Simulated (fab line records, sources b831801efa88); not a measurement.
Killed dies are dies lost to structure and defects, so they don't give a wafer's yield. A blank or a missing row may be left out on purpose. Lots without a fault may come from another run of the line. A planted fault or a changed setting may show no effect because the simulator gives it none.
fab line records | flow sky130
record lots=5 wafers=15 last_day=49
route steps=708 shown CONTACT@414 METAL1@434
lots that met no fault: from a run of the same line without faults
start_h: hours from the record's first day to the start of the lot's first wafer shown | wait_h: hours since the lot's step before | " the same as in the row above | L1.1+2: a row that stands for several wafers | - no value, or no start given | * or withheld: withheld | < > ~ a bound
route shown NAME@n: a module of which the file shows steps, and the number in the route of the first | usual: mean/standard deviation of fault-free wafers | same: alike in all rows | chamber/n: place in a boat | sites: the reading at each site | _std_site: their standard deviation | _edge_site: outer sites' mean less inner sites' | radius_mm: how far each site lies from the wafer's centre | mask NAME#n: copy n | behind: the tool/chamber that last shaped the wafer | hold: why the lot was held/for how many hours/how that ended | device: the transistor (n, p or np) that didn't switch | end of line: the same wafers' tests at the end of the route | a step without rows: its recipe alone | killed: dies lost to structure and defects at the first sort, not the wafer's yield | map: a wafer's dies, x killed, . not, _ none there
set.NAME: the setting as run; set.NAME@STEP: as run at that earlier step | model.NAME: the simulator's own value behind a step, which no gauge read
lots at some steps of the route; a table a step, a row a wafer
services: from which hour (start_h, from the record's first day; less than 0 if before it) a tool's chamber was out of use, for how many hours, and why
## steps
# step SKY_CONTACT_COAT_08
# recipe resist=BARC temp_c=withheld time_s=withheld spin_rpm=3000 resist_thk_nm=60
# usual chill_plate_temp_C=* resist_line_temp_C=*
# columns lot.wafer tool chamber start_h wait_h chill_plate_temp_C resist_line_temp_C
L074.1 litho_track-03 0 704.11 0.1 * *
L074.5 " 0 " " * *
L074.6 " 0 " " * *
L075.1 litho_track-01 0 719.71 0.1 * *
L075.4 " 0 " " * *
L075.5 " 0 " " * *
L083.2 litho_track-01 0 792.99 0.1 * *
L083.3 " 0 " " * *
L083.4 " 0 " " * *
L090.3 litho_track-01 0 846.61 0.1 * *
L090.4 " 0 " " * *
L090.5 " 0 " " * *
L093.1 litho_track-03 0 866.96 0.1 * *
L093.3 " 0 " " * *
L093.4 " 0 " " * *
# step SKY_CONTACT_COAT_09
# recipe resist=KrF-thick spin_rpm=3000 resist_thk_nm=450
# usual chill_plate_temp_C=22.99/0.11 resist_line_temp_C=22.99/0.1
# columns lot.wafer tool chamber start_h wait_h chill_plate_temp_C resist_line_temp_C
L074.1 litho_track-03 0 - - 23.04 23.14
L074.5 " 0 " " 23.04 22.95
L074.6 " 0 " " 22.88 22.95
L075.1 litho_track-01 0 - - 23.10 22.99
L075.4 " 0 " " 23.10 22.94
L075.5 " 0 " " 22.94 22.91
L083.2 litho_track-01 0 - - 22.93 22.99
L083.3 " 0 " " 22.89 22.96
L083.4 " 0 " " 22.96 23.00
L090.3 litho_track-01 0 - - 23.05 22.98
L090.4 " 0 " " 23.04 22.87
L090.5 " 0 " " 23.12 22.94
L093.1 litho_track-03 0 - - 22.96 23.23
L093.3 " 0 " " 22.90 23.12
L093.4 " 0 " " 22.89 23.01
# step SKY_CONTACT_SOFTBAKE_10
# recipe temp_c=100 time_s=90 resist=KrF-thick
# usual chill_plate_temp_C=22.99/0.1 resist_line_temp_C=23.00/0.12
# columns lot.wafer tool chamber start_h wait_h chill_plate_temp_C resist_line_temp_C
L074.1 litho_track-03 0 - - 22.77 23.00
L074.5 " 0 " " 22.90 22.85
L074.6 " 0 " " 22.83 22.77
L075.1 litho_track-01 0 - - 22.94 22.98
L075.4 " 0 " " 22.91 23.09
L075.5 " 0 " " 22.96 22.89
L083.2 litho_track-01 0 - - 22.91 23.03
L083.3 " 0 " " 23.17 23.00
L083.4 " 0 " " 22.93 23.00
L090.3 litho_track-01 0 - - 22.92 22.95
L090.4 " 0 " " 22.98 22.96
L090.5 " 0 " " 22.76 23.07
L093.1 litho_track-03 0 - - 22.92 23.13
L093.3 " 0 " " 23.07 23.16
L093.4 " 0 " " 23.01 23.13
# step SKY_CONTACT_EXPOSE_11
# recipe mask_id=CTM1 na=0.8 source_shape=annular sigma_inner=0.55 sigma_outer=0.85 target_cd_nm=170 dose_mj=38
# same na=0.8
# columns lot.wafer tool chamber start_h wait_h mask
L074.1+5+6 krf_scanner-02 0 - - CTM1#0
L075.1+4+5 krf_scanner-01 0 - - CTM1#0
L083.2+3+4 krf_scanner-01 0 - - CTM1#0
L090.3+4+5 krf_scanner-01 0 - - CTM1#0
L093.1+3+4 krf_scanner-02 0 - - CTM1#0
# step SKY_CONTACT_PEB_12
# recipe peb_temp_c=withheld peb_time_s=withheld resist=KrF-thick
# usual chill_plate_temp_C=* resist_line_temp_C=*
# columns lot.wafer tool chamber start_h wait_h chill_plate_temp_C resist_line_temp_C
L074.1 litho_track-01 0 - - * *
L074.5 " 0 " " * *
L074.6 " 0 " " * *
L075.1 litho_track-03 0 - - * *
L075.4 " 0 " " * *
L075.5 " 0 " " * *
L083.2 litho_track-04 0 - - * *
L083.3 " 0 " " * *
L083.4 " 0 " " * *
L090.3 litho_track-03 0 - - * *
L090.4 " 0 " " * *
L090.5 " 0 " " * *
L093.1 litho_track-01 0 - - * *
L093.3 " 0 " " * *
L093.4 " 0 " " * *
# step SKY_CONTACT_DEVELOP_13
# recipe develop_time_s=60 resist=KrF-thick dev_temp_c=21
# usual chill_plate_temp_C=23.00/0.11 resist_line_temp_C=23.01/0.11
# columns lot.wafer tool chamber start_h wait_h chill_plate_temp_C resist_line_temp_C
L074.1 litho_track-01 0 - - 22.91 22.98
L074.5 " 0 " " 23.13 23.07
L074.6 " 0 " " 22.91 22.85
L075.1 litho_track-03 0 - - 22.83 23.05
L075.4 " 0 " " 22.88 23.00
L075.5 " 0 " " 23.03 22.96
L083.2 litho_track-04 0 - - 23.00 23.11
L083.3 " 0 " " 23.03 23.01
L083.4 " 0 " " 23.05 23.11
L090.3 litho_track-03 0 - - 22.83 22.94
L090.4 " 0 " " 22.98 22.90
L090.5 " 0 " " 23.03 22.94
L093.1 litho_track-01 0 - - 22.99 22.94
L093.3 " 0 " " 23.05 22.80
L093.4 " 0 " " 23.05 22.87
# step SKY_CONTACT_CD_MEAS_14
# recipe target_cd_nm=170
# usual cd_nm=170.2/1.1
# columns lot.wafer tool chamber start_h wait_h cd_nm
L074.1 cd_sem-02 - 718.51 - 169.9
L074.5 " - " " 168.5
L074.6 " - " " 168.7
L075.1 cd_sem-01 - 734.26 - 170.1
L075.4 " - " " 170.1
L075.5 " - " " 170.6
L083.2 cd_sem-02 - 806.99 - 170.3
L083.3 " - " " 170.2
L083.4 " - " " 171.5
L090.3 cd_sem-01 - 860.50 - 170.6
L090.4 " - " " 171.0
L090.5 " - " " 170.0
L093.1 cd_sem-01 - 880.36 - 170.6
L093.3 " - " " 171.8
L093.4 " - " " 170.7
# step SKY_CONTACT_OVL_MEAS_15
# usual CONTACT_OVL=-1/5.8
# columns lot.wafer tool chamber start_h wait_h CONTACT_OVL[nm]
L074.1 overlay-02 - 718.63 0.1 -1
L074.5 " - " " -5
L074.6 " - " " 0
L075.1 overlay-01 - 734.38 0.1 10
L075.4 " - " " 3
L075.5 " - " " 11
L083.2 overlay-02 - 807.10 0.1 4
L083.3 " - " " 2
L083.4 " - " " -2
L090.3 overlay-02 - 860.59 0.1 -5
L090.4 " - " " 5
L090.5 " - " " -5
L093.1 overlay-02 - 880.48 0.1 -8
L093.3 " - " " -6
L093.4 " - " " -9
# step SKY_CONTACT_ETCH_16
# recipe chemistry=N2/H2 target=BARC ion_energy_ev=200 source_w=500 bias_w=100 pressure_mtorr=30 n2_flow_sccm=100 h2_flow_sccm=200 stop_on=SiO2 time_s=45.9 target_depth_a=600
# usual drypump_motor_current_A=5.8/0.31 oes_product_au=0.855/0.0046 throttle_valve_pct=13.225/0.0081
# columns lot.wafer tool chamber start_h wait_h drypump_motor_current_A oes_product_au rf_hours_counter_h throttle_valve_pct
L074.1 rie_diel-03 0 718.67 0.0 6.0 0.848 2 13.226
L074.5 " 1 " " 6.0 0.848 - 13.230
L074.6 " 0 " " 6.0 0.854 - 13.227
L075.1 rie_diel-03 1 734.42 0.0 5.9 0.851 11 13.233
L075.4 " 2 " " 5.7 0.856 3 13.212
L075.5 " 2 " " 5.7 0.856 - 13.218
L083.2 rie_diel-03 1 807.13 0.0 6.0 0.852 14 13.216
L083.3 " 2 " " 5.6 0.846 5 13.229
L083.4 " 3 " " 5.9 0.857 11 13.220
L090.3 rie_diel-02 2 860.62 0.0 5.3 0.857 17 13.222
L090.4 " 1 " " 5.1 0.855 9 13.233
L090.5 " 2 " " 5.2 0.852 - 13.221
L093.1 rie_diel-03 2 880.52 0.0 5.6 0.857 8 13.228
L093.3 " 0 " " 6.0 0.860 7 13.225
L093.4 " 3 " " 5.9 0.851 14 13.223
# step SKY_CONTACT_ETCH_17
# recipe target=SiO2 chemistry=C4F8/O2/Ar stop_on=Si3N4 mask_material=KrF-thick source_w=1500 bias_w=1200 pressure_mtorr=40 c4f8_flow_sccm=withheld O2_flow_sccm=6 Ar_flow_sccm=300 time_s=withheld target_depth_a=3400
# usual oes_product_au=0.891/0.0048
# columns lot.wafer tool chamber start_h wait_h oes_product_au
L074.1 rie_diel-03 0 718.71 0.0 0.886
L074.5 " 1 " " 0.892
L074.6 " 0 " " 0.893
L075.1 rie_diel-03 1 734.46 0.0 0.894
L075.4 " 2 " " 0.891
L075.5 " 2 " " 0.897
L083.2 rie_diel-03 1 807.17 0.0 0.889
L083.3 " 2 " " 0.887
L083.4 " 3 " " 0.895
L090.3 rie_diel-02 2 860.66 0.0 0.890
L090.4 " 1 " " 0.887
L090.5 " 2 " " 0.895
L093.1 rie_diel-03 2 880.56 0.0 0.895
L093.3 " 0 " " 0.879
L093.4 " 3 " " 0.885
# step SKY_CONTACT_ETCH_18
# recipe target=Si3N4 chemistry=CHF3/O2 stop_on=TiN source_w=600 bias_w=200 pressure_mtorr=40 chf3_flow_sccm=50 O2_flow_sccm=5 time_s=39 target_depth_a=750
# usual drypump_motor_current_A=5.8/0.3 oes_product_au=0.852/0.0082 throttle_valve_pct=8.795/0.0086
# columns lot.wafer tool chamber start_h wait_h drypump_motor_current_A oes_product_au rf_hours_counter_h throttle_valve_pct
L074.1 rie_diel-03 0 - - 6.0 0.853 2 8.787
L074.5 " 1 " " 6.0 0.852 - 8.798
L074.6 " 0 " " 6.0 0.865 - 8.798
L075.1 rie_diel-03 1 - - 5.9 0.844 11 8.789
L075.4 " 2 " " 5.7 0.849 3 8.786
L075.5 " 2 " " 5.6 0.863 - 8.807
L083.2 rie_diel-03 1 - - 6.0 0.847 14 8.801
L083.3 " 2 " " 5.6 0.842 5 8.805
L083.4 " 3 " " 5.9 0.849 11 8.795
L090.3 rie_diel-02 2 - - 5.2 0.852 17 8.793
L090.4 " 1 " " 5.1 0.849 9 8.796
L090.5 " 2 " " 5.2 0.843 - 8.803
L093.1 rie_diel-03 2 - - 5.6 0.837 8 8.799
L093.3 " 0 " " 6.0 0.854 7 8.809
L093.4 " 3 " " 5.9 0.844 14 8.795
# step SKY_CONTACT_STRIP_19
# recipe chemistry=O2/N2 power_w=1400 pressure_mtorr=1500 platen_temp_c=withheld o2_flow_sccm=3000 n2_flow_sccm=300 overash_fraction=0.5
# usual drypump_motor_current_A=5.9/0.4 oes_product_au=0.382/0.005 strip_time_to_endpoint_s=3.64/0.037
# columns lot.wafer tool chamber start_h wait_h drypump_motor_current_A oes_product_au rf_hours_counter_h strip_time_to_endpoint_s
L074.1 plasma_asher-02 0 718.80 - 5.9 0.386 27 3.62
L074.5 " 0 " " 5.9 0.386 - 3.69
L074.6 " 1 " " 5.1 0.379 - 3.63
L075.1 plasma_asher-04 0 734.55 - 5.7 0.385 87 3.70
L075.4 " 0 " " 5.8 0.377 - 3.67
L075.5 " 1 " " 6.3 0.383 - 3.68
L083.2 plasma_asher-03 0 807.26 - 6.2 0.378 7 3.72
L083.3 " 1 " " 6.2 0.376 - 3.65
L083.4 " 0 " " 6.2 0.383 - 3.68
L090.3 plasma_asher-02 0 860.78 - 5.8 0.380 - 3.64
L090.4 " 1 " " 5.1 0.388 - 3.63
L090.5 " 0 " " 5.9 0.381 - 3.65
L093.1 plasma_asher-04 0 880.65 - 5.7 0.385 96 3.59
L093.3 " 0 " " 5.8 0.383 - 3.61
L093.4 " 1 " " 6.4 0.370 - 3.59
# step SKY_CONTACT_STRIP_20
# recipe chemistry=post_etch_residue_remover time_s=1200 temp_c=72.5
# columns lot.wafer tool chamber start_h wait_h
L074.1+5+6 wet_bench-02 0 718.90 0.1
L075.1+4+5 wet_bench-02 2 734.65 0.1
L083.2+3+4 wet_bench-01 1 807.36 0.1
L090.3+4+5 wet_bench-01 2 860.85 0.0
L093.1+3+4 wet_bench-02 1 880.75 0.1
# step SKY_CONTACT_CLEAN_21
# recipe chemistry=IPA time_s=180 temp_c=25
# columns lot.wafer tool chamber start_h wait_h
L074.1+5+6 wet_bench-04 1 719.24 0.0
L075.1+4+5 wet_bench-04 0 735.02 0.0
L083.2+3+4 wet_bench-01 2 807.73 0.0
L090.3+4+5 wet_bench-04 2 861.19 0.0
L093.1+3+4 wet_bench-04 3 881.09 0.0
# step SKY_CONTACT_CLEAN_22
# recipe chemistry=O3/DIW dry=n2_spin
# columns lot.wafer tool chamber start_h wait_h
L074.1+5+6 wet_bench-01 3 719.30 0.0
L075.1+4+5 wet_bench-02 3 735.08 0.0
L083.2+3+4 wet_bench-01 1 807.80 0.0
L090.3+4+5 wet_bench-02 1 861.25 0.0
L093.1+3+4 wet_bench-01 3 881.15 0.0
# step SKY_CONTACT_SPUTTER_23
# recipe material=TiN target_thk_nm=20 chamber_pressure_pa=5 power_w=4000 time_s=80
# usual throttle_valve_pct=30.2/0.84
# columns lot.wafer tool chamber start_h wait_h throttle_valve_pct
L074.1 pvd_sputter-02 - 719.39 0.0 30.9
L074.5 " - " " 30.5
L074.6 " - " " 30.7
L075.1 pvd_sputter-03 - 735.18 0.0 29.0
L075.4 " - " " 30.9
L075.5 " - " " 30.7
L083.2 pvd_sputter-02 - 807.90 0.0 29.8
L083.3 " - " " 30.8
L083.4 " - " " 29.2
L090.3 pvd_sputter-01 - 861.43 0.0 28.2
L090.4 " - " " 29.1
L090.5 " - " " 29.3
L093.1 pvd_sputter-03 - 881.25 0.0 30.6
L093.3 " - " " 30.9
L093.4 " - " " 29.2
# step SKY_CONTACT_CVD_24
# recipe material=W target_thk_nm=340 time_s=102.12 temp_c=400 pressure_torr=40
# usual heater_power_w=784/40
# columns lot.wafer tool chamber start_h wait_h heater_power_w
L074.1 cvd_w-01 0 719.45 0.0 812
L074.5 " 1 " " 821
L074.6 " 0 " " 787
L075.1 cvd_w-02 0 735.30 0.1 798
L075.4 " 0 " " 784
L075.5 " 1 " " 742
L083.2 cvd_w-01 1 807.96 0.0 828
L083.3 " 1 " " 828
L083.4 " 0 " " 817
L090.3 cvd_w-02 1 861.53 0.1 738
L090.4 " 0 " " 807
L090.5 " 1 " " 734
L093.1 cvd_w-01 1 881.31 0.0 833
L093.3 " 1 " " 818
L093.4 " 0 " " 844
# step SKY_CONTACT_RS_MEAS_25
# recipe thk_meas_gauge=four-point-probe reads=W_of_CONTACT_CVD_24+TiN_of_CONTACT_SPUTTER_23
# usual CONTACT_W_RS=0.338/0.0037
# columns lot.wafer tool chamber start_h wait_h CONTACT_W_RS[ohm/sq]
L074.1 film_metro-01 - 719.57 0.1 0.337
L074.5 " - " " 0.335
L074.6 " - " " 0.334
L075.1 film_metro-03 - 735.41 0.1 0.341
L075.4 " - " " 0.341
L075.5 " - " " 0.337
L083.2 film_metro-01 - 808.09 0.1 0.337
L083.3 " - " " 0.338
L083.4 " - " " 0.338
L090.3 film_metro-03 - 861.64 0.1 0.348
L090.4 " - " " 0.342
L090.5 " - " " 0.346
L093.1 film_metro-03 - 881.42 0.1 0.337
L093.3 " - " " 0.332
L093.4 " - " " 0.333
# step SKY_CONTACT_THK_MEAS_26
# recipe thk_meas_gauge=xrf reads=W_of_CONTACT_CVD_24
# usual CONTACT_W_THK=340/4.3
# columns lot.wafer tool chamber start_h wait_h CONTACT_W_THK[nm]
L074.1 film_metro-01 - 719.69 0.1 338
L074.5 " - " " 340
L074.6 " - " " 340
L075.1 film_metro-03 - 735.53 0.1 338
L075.4 " - " " 335
L075.5 " - " " 341
L083.2 film_metro-01 - 808.20 0.1 337
L083.3 " - " " 334
L083.4 " - " " 333
L090.3 film_metro-03 - 861.74 0.1 334
L090.4 " - " " 338
L090.5 " - " " 334
L093.1 film_metro-03 - 881.54 0.1 340
L093.3 " - " " 346
L093.4 " - " " 344
# step SKY_CONTACT_CMP_27
# recipe stop_on=SiO2 t_overpolish_s=15 down_force_psi=3.5 platen_rpm=60 target_thk_nm=0 pad_velocity_m_s=0.94248
# usual head_pressure_psi=3.499/0.0076 motor_current_A=11.7/1.3 overpolish_run_s=15.000/0.0089 time_to_endpoint_s=82/4.3
# columns lot.wafer tool chamber start_h wait_h head_pressure_psi motor_current_A overpolish_run_s time_to_endpoint_s
L074.1 cmp-01 0 719.90 0.2 3.493 10.9 15.004 79
L074.6 " 1 " " 3.499 11.2 15.000 80
L074.5 " 2 " " 3.499 10.4 14.977 85
L075.4 cmp-02 0 735.64 0.1 3.495 10.7 14.988 90
L075.1 " 1 " " 3.488 10.8 15.015 84
L075.5 " 0 " " 3.497 11.1 15.009 88
L083.4 cmp-02 1 808.30 0.1 3.492 11.3 15.011 81
L083.3 " 2 " " 3.507 12.4 15.010 87
L083.2 " 3 " " 3.520 12.0 15.012 80
L090.4 cmp-02 2 861.83 0.1 3.492 12.8 15.017 81
L090.3 " 0 " " 3.503 11.6 15.008 86
L090.5 " 2 " " 3.486 12.7 14.999 80
L093.1 cmp-01 3 881.60 0.1 3.495 15.4 14.996 88
L093.4 " 1 " " 3.497 11.2 14.999 82
L093.3 " 2 " " 3.504 10.5 15.000 84
# step SKY_METAL1_SPUTTER_00
# recipe material=Ti target_thk_nm=15 power_w=3077 time_s=10 chamber_pressure_pa=0.4
# usual throttle_valve_pct=30.1/1.1
# columns lot.wafer tool chamber start_h wait_h throttle_valve_pct
L074.1 pvd_sputter-04 - 720.05 0.1 29.4
L074.5 " - " " 29.5
L074.6 " - " " 28.2
L075.1 pvd_sputter-02 - 735.89 0.1 30.7
L075.4 " - " " 28.9
L075.5 " - " " 30.8
L083.2 pvd_sputter-03 - 808.55 0.1 28.9
L083.3 " - " " 30.9
L083.4 " - " " 31.1
L090.3 pvd_sputter-02 - 862.08 0.1 30.6
L090.4 " - " " 30.9
L090.5 " - " " 30.8
L093.1 pvd_sputter-03 - 881.90 0.2 30.6
L093.3 " - " " 30.7
L093.4 " - " " 28.7
# step SKY_METAL1_SPUTTER_01
# recipe material=TiN target_thk_nm=20 power_w=6500 time_s=16.7 chamber_pressure_pa=0.4
# usual throttle_valve_pct=30.0/1
# columns lot.wafer tool chamber start_h wait_h throttle_valve_pct
L074.1 pvd_sputter-04 - 720.07 0.0 29.7
L074.5 " - " " 29.8
L074.6 " - " " 28.2
L075.1 pvd_sputter-02 - 735.92 0.0 30.7
L075.4 " - " " 29.2
L075.5 " - " " 30.7
L083.2 pvd_sputter-03 - 808.57 0.0 29.0
L083.3 " - " " 30.8
L083.4 " - " " 30.9
L090.3 pvd_sputter-02 - 862.11 0.0 30.8
L090.4 " - " " 30.7
L090.5 " - " " 30.4
L093.1 pvd_sputter-03 - 881.93 0.0 30.9
L093.3 " - " " 30.7
L093.4 " - " " 29.0
# step SKY_METAL1_SPUTTER_02
# recipe material=AlCu target_thk_nm=250 power_w=10600 time_s=13.3 chamber_pressure_pa=0.4
# usual throttle_valve_pct=30.1/1.1
# columns lot.wafer tool chamber start_h wait_h throttle_valve_pct
L074.1 pvd_sputter-04 - 720.09 0.0 29.5
L074.5 " - " " 29.3
L074.6 " - " " 28.2
L075.1 pvd_sputter-02 - 735.94 0.0 30.7
L075.4 " - " " 29.1
L075.5 " - " " 30.5
L083.2 pvd_sputter-03 - 808.60 0.0 29.2
L083.3 " - " " 30.7
L083.4 " - " " 30.9
L090.3 pvd_sputter-02 - 862.13 0.0 30.7
L090.4 " - " " 31.2
L090.5 " - " " 30.4
L093.1 pvd_sputter-03 - 881.95 0.0 30.7
L093.3 " - " " 31.1
L093.4 " - " " 29.0
# step SKY_METAL1_SPUTTER_03
# recipe material=Ti target_thk_nm=5 power_w=3000 time_s=3.3 chamber_pressure_pa=0.4
# usual throttle_valve_pct=30.0/1.1
# columns lot.wafer tool chamber start_h wait_h throttle_valve_pct
L074.1 pvd_sputter-04 - 720.12 0.0 29.4
L074.5 " - " " 29.3
L074.6 " - " " 28.2
L075.1 pvd_sputter-02 - 735.97 0.0 30.3
L075.4 " - " " 29.0
L075.5 " - " " 30.7
L083.2 pvd_sputter-03 - 808.62 0.0 28.9
L083.3 " - " " 30.9
L083.4 " - " " 30.7
L090.3 pvd_sputter-02 - 862.16 0.0 30.6
L090.4 " - " " 30.9
L090.5 " - " " 30.6
L093.1 pvd_sputter-03 - 881.98 0.0 30.6
L093.3 " - " " 30.6
L093.4 " - " " 28.9
# step SKY_METAL1_SPUTTER_04
# recipe material=TiN target_thk_nm=70 power_w=6500 time_s=58.3 chamber_pressure_pa=0.4
# usual throttle_valve_pct=30.1/1.1
# columns lot.wafer tool chamber start_h wait_h throttle_valve_pct
L074.1 pvd_sputter-04 - 720.14 0.0 29.4
L074.5 " - " " 29.8
L074.6 " - " " 28.1
L075.1 pvd_sputter-02 - 735.98 0.0 30.4
L075.4 " - " " 29.2
L075.5 " - " " 30.4
L083.2 pvd_sputter-03 - 808.64 0.0 29.0
L083.3 " - " " 30.9
L083.4 " - " " 30.9
L090.3 pvd_sputter-02 - 862.18 0.0 30.8
L090.4 " - " " 31.2
L090.5 " - " " 30.8
L093.1 pvd_sputter-03 - 882.00 0.0 30.7
L093.3 " - " " 30.8
L093.4 " - " " 28.8
# step SKY_METAL1_RS_MEAS_05
# recipe thk_meas_gauge=four-point-probe reads=TiN_of_METAL1_SPUTTER_04+Ti_of_METAL1_SPUTTER_03+AlCu_of_METAL1_SPUTTER_02+TiN_of_METAL1_SPUTTER_01+Ti_of_METAL1_SPUTTER_00
# usual METAL1_ALCU_RS=0.1266/0.0018
# columns lot.wafer tool chamber start_h wait_h METAL1_ALCU_RS[ohm/sq]
L074.1 film_metro-04 - 720.18 0.0 0.1258
L074.5 " - " " 0.1275
L074.6 " - " " 0.1240
L075.1 film_metro-04 - 736.03 0.0 0.1267
L075.4 " - " " 0.1283
L075.5 " - " " 0.1253
L083.2 film_metro-04 - 808.71 0.0 0.1256
L083.3 " - " " 0.1243
L083.4 " - " " 0.1253
L090.3 film_metro-01 - 862.26 0.1 0.1272
L090.4 " - " " 0.1265
L090.5 " - " " 0.1266
L093.1 film_metro-01 - 882.04 0.0 0.1259
L093.3 " - " " 0.1270
L093.4 " - " " 0.1259
# step SKY_METAL1_THK_MEAS_06
# recipe thk_meas_gauge=xrf reads=AlCu_of_METAL1_SPUTTER_02
# usual METAL1_ALCU_THK=253/3.7
# columns lot.wafer tool chamber start_h wait_h METAL1_ALCU_THK[nm]
L074.1 film_metro-04 - 720.30 0.1 254
L074.5 " - " " 251
L074.6 " - " " 259
L075.1 film_metro-04 - 736.15 0.1 253
L075.4 " - " " 251
L075.5 " - " " 257
L083.2 film_metro-04 - 808.82 0.1 258
L083.3 " - " " 258
L083.4 " - " " 257
L090.3 film_metro-01 - 862.36 0.1 253
L090.4 " - " " 252
L090.5 " - " " 252
L093.1 film_metro-01 - 882.16 0.1 254
L093.3 " - " " 253
L093.4 " - " " 252
# step SKY_METAL1_DEHYDRATE_07
# recipe temp_c=200 time_s=60
# usual chill_plate_temp_C=23.00/0.094 resist_line_temp_C=23.01/0.1
# columns lot.wafer tool chamber start_h wait_h chill_plate_temp_C resist_line_temp_C
L074.1 litho_track-01 0 733.86 13.5 22.96 23.03
L074.5 " 0 " " 23.00 23.05
L074.6 " 0 " " 23.03 23.06
L075.1 litho_track-02 0 749.61 13.4 23.03 23.05
L075.4 " 0 " " 23.09 22.95
L075.5 " 0 " " 22.91 23.19
L083.2 litho_track-01 0 821.74 12.9 23.06 23.08
L083.3 " 0 " " 22.91 23.02
L083.4 " 0 " " 23.03 22.87
L090.3 litho_track-01 0 873.91 11.5 22.94 23.17
L090.4 " 0 " " 23.13 23.06
L090.5 " 0 " " 22.92 23.09
L093.1 litho_track-02 0 894.11 11.9 23.09 23.01
L093.3 " 0 " " 23.07 22.93
L093.4 " 0 " " 23.03 22.94
# step SKY_METAL1_HMDS_08
# recipe prime_time_s=60 prime_temp_c=120
# usual chill_plate_temp_C=23.01/0.099 resist_line_temp_C=23.01/0.098
# columns lot.wafer tool chamber start_h wait_h chill_plate_temp_C resist_line_temp_C
L074.1 litho_track-01 0 734.01 0.1 23.21 22.87
L074.5 " 0 " " 23.04 22.93
L074.6 " 0 " " 23.12 22.87
L075.1 litho_track-02 0 749.76 0.1 22.99 22.91
L075.4 " 0 " " 23.06 23.07
L075.5 " 0 " " 23.15 23.05
L083.2 litho_track-01 0 821.89 0.1 22.93 23.03
L083.3 " 0 " " 23.04 22.98
L083.4 " 0 " " 23.11 22.80
L090.3 litho_track-01 0 874.06 0.1 23.04 22.93
L090.4 " 0 " " 23.07 23.34
L090.5 " 0 " " 23.15 23.16
L093.1 litho_track-02 0 894.26 0.1 22.79 23.18
L093.3 " 0 " " 22.93 23.13
L093.4 " 0 " " 22.87 23.13
# step SKY_METAL1_COAT_09
# recipe resist=BARC temp_c=withheld time_s=withheld spin_rpm=3000 resist_thk_nm=60
# usual chill_plate_temp_C=* resist_line_temp_C=*
# columns lot.wafer tool chamber start_h wait_h chill_plate_temp_C resist_line_temp_C
L074.1 litho_track-01 0 734.16 0.1 * *
L074.5 " 0 " " * *
L074.6 " 0 " " * *
L075.1 litho_track-02 0 749.91 0.1 * *
L075.4 " 0 " " * *
L075.5 " 0 " " * *
L083.2 litho_track-01 0 822.04 0.1 * *
L083.3 " 0 " " * *
L083.4 " 0 " " * *
L090.3 litho_track-01 0 874.21 0.1 * *
L090.4 " 0 " " * *
L090.5 " 0 " " * *
L093.1 litho_track-02 0 894.41 0.1 * *
L093.3 " 0 " " * *
L093.4 " 0 " " * *
# step SKY_METAL1_COAT_10
# recipe resist=KrF-thick spin_rpm=3000 resist_thk_nm=450
# usual chill_plate_temp_C=22.99/0.11 resist_line_temp_C=22.98/0.094
# columns lot.wafer tool chamber start_h wait_h chill_plate_temp_C resist_line_temp_C
L074.1 litho_track-01 0 - - 23.17 22.82
L074.5 " 0 " " 22.90 22.82
L074.6 " 0 " " 23.05 22.94
L075.1 litho_track-02 0 - - 22.99 22.90
L075.4 " 0 " " 23.04 22.99
L075.5 " 0 " " 22.92 22.89
L083.2 litho_track-01 0 - - 22.91 23.15
L083.3 " 0 " " 23.04 23.02
L083.4 " 0 " " 22.94 23.00
L090.3 litho_track-01 0 - - 22.78 23.04
L090.4 " 0 " " 22.97 23.13
L090.5 " 0 " " 22.92 23.19
L093.1 litho_track-02 0 - - 22.91 22.84
L093.3 " 0 " " 22.84 22.96
L093.4 " 0 " " 22.97 23.05
# step SKY_METAL1_SOFTBAKE_11
# recipe temp_c=99.27 time_s=90 resist=KrF-thick
# usual chill_plate_temp_C=22.99/0.12 resist_line_temp_C=23.01/0.1
# columns lot.wafer tool chamber start_h wait_h chill_plate_temp_C resist_line_temp_C
L074.1 litho_track-01 0 - - 22.97 22.94
L074.5 " 0 " " 22.67 23.01
L074.6 " 0 " " 22.74 22.94
L075.1 litho_track-02 0 - - 22.85 23.07
L075.4 " 0 " " 22.82 23.00
L075.5 " 0 " " 22.79 23.02
L083.2 litho_track-01 0 - - 22.95 22.99
L083.3 " 0 " " 22.89 23.03
L083.4 " 0 " " 22.99 22.96
L090.3 litho_track-01 0 - - 22.95 22.95
L090.4 " 0 " " 22.88 23.17
L090.5 " 0 " " 22.71 23.13
L093.1 litho_track-02 0 - - 23.03 22.96
L093.3 " 0 " " 23.04 22.98
L093.4 " 0 " " 23.11 22.90
# step SKY_METAL1_EXPOSE_12
# recipe mask_id=MM1 na=0.8 source_shape=annular sigma_inner=0.55 sigma_outer=0.85 target_cd_nm=140 dose_mj=28
# same na=0.8
# columns lot.wafer tool chamber start_h wait_h mask
L074.1+5+6 krf_scanner-01 0 - - MM1#0
L075.1+4+5 krf_scanner-02 0 - - MM1#0
L083.2+3+4 krf_scanner-02 0 - - MM1#0
L090.3+4+5 krf_scanner-01 0 - - MM1#0
L093.1+3+4 krf_scanner-01 0 - - MM1#0
## services
# columns tool chamber start_h hours kind
krf_scanner-01 - 684.83 1.3 pm
wet_bench-01 - 689.24 1.9 pm
wet_bench-02 - 693.23 1.1 repair
pvd_sputter-02 - 707.91 2.9 repair
krf_scanner-01 - 711.32 0.8 pm
krf_scanner-01 - 716.42 0.4 repair
rie_diel-03 2 727.63 5.0 repair
krf_scanner-02 - 739.05 1.3 pm
krf_scanner-02 - 744.60 1.0 pm
krf_scanner-02 - 745.60 0.8 pm
krf_scanner-01 - 745.89 7.8 repair
krf_scanner-01 - 753.64 1.0 pm
rie_diel-03 0 761.57 12.7 repair
krf_scanner-02 - 763.73 0.5 repair
krf_scanner-01 - 772.67 0.7 repair
krf_scanner-01 - 776.42 4.4 pm
pvd_sputter-03 - 782.97 2.6 repair
pvd_sputter-04 - 803.60 1.3 repair
wet_bench-04 - 805.32 30.5 repair
pvd_sputter-04 - 822.14 5.7 repair
krf_scanner-02 - 846.32 7.5 repair
krf_scanner-01 - 861.75 1.3 pm
rie_diel-03 1 865.51 3.0 repair
krf_scanner-01 - 880.12 0.8 pm
## key
fault none
